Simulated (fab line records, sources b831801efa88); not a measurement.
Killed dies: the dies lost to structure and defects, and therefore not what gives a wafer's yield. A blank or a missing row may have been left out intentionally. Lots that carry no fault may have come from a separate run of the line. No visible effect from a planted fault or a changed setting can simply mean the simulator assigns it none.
8D (eight disciplines) problem report, filled in by code	flow sky130	the parts of the form that need people (team, actions taken, sign-off) are left out

## 1. WHAT IS WRONG
At SKY_SONOS_TUNNEL_DEVELOP_06, developer-temp-C averages 20.72 C over 9 wafers from 3 lots, while fault-free wafers read 23.01 C, standard deviation 0.095. Measured from the usual mean, that is -24 standard deviations.
The step: develop time 60 s.
The first sign was on wafer L746.2 at day 15 20:04, on litho-track-02. At this step, 39 wafers from 13 lots have a number in the record. The rule behind "out" and "out of limits": a value lying over 4 standard deviations away from the usual mean. The rest of the wafers with a number are treated as sound.

## 2. WHAT THIS IS AND IS NOT
question	is	is not
which readings at this step	developer-temp-C	-
which lots	L746, L747, L748	L733, L734, L735, L736, L737, L738, L744, L751, L754, L755
which wafers of those lots	all that have a number	-
read on which tools	litho-track-02	litho-track-03, litho-track-04
when	from day 15 20:04	up to then (21 sound wafers); but 9 sound wafers of L751, L754, L755 came after

## 3. WHAT RULES OUT EACH SUSPECT
Counting: a tool stays on the suspect list if, at a process step up to the reading, it processed all lots that are out and no sound lot following the first of them.
- litho-track-02 at SKY_SONOS_TUNNEL_DEVELOP_06 (develop time 60 s): ruled out as a lasting fault. The sound lots L755 went through it after L746, its earliest lot that is out (day 15 20:04).
Left after counting: nothing in the record.

## 4. THE CAUSE (what the simulator had put in)
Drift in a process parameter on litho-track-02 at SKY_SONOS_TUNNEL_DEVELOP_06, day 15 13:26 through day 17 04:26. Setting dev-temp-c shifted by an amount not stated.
Counting ruled it out, wrongly.

## 5. SEQUENCE OF EFFECTS, ordered by route
Rows list readings where the struck wafers' mean (over those with a number) sits beyond 3 standard deviations from the usual. Only readings whose record carries a usual standard deviation are examined. hours: median over the lots of the time between each lot's start at the first step of this table that gives one and its start at this step. sigmas: the change, counted in usual standard deviations.
hours	step	reading	usual	on struck wafers	change	sigmas
0	SKY_SONOS_TUNNEL_DEVELOP_06	developer-temp-C	23.01 C	20.72	-2.29	-24
Process steps it contains:
- SKY_SONOS_TUNNEL_DEVELOP_06: develop time 60 s.
At these later measuring or inspecting steps, every struck wafer for which the step has a row has a number for every such reading, and none has moved that far: SKY_SONOS_TUNNEL_CD_MEAS_07, SKY_SONOS_TUNNEL_TW_MEAS_12, SKY_SONOS_ONO_THK_MEAS_05.

## 6. WHAT WOULD HAVE CAUGHT IT SOONER
The fault began at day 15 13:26; the first out-of-limits reading in this record came at day 15 20:04, 7 hours later.
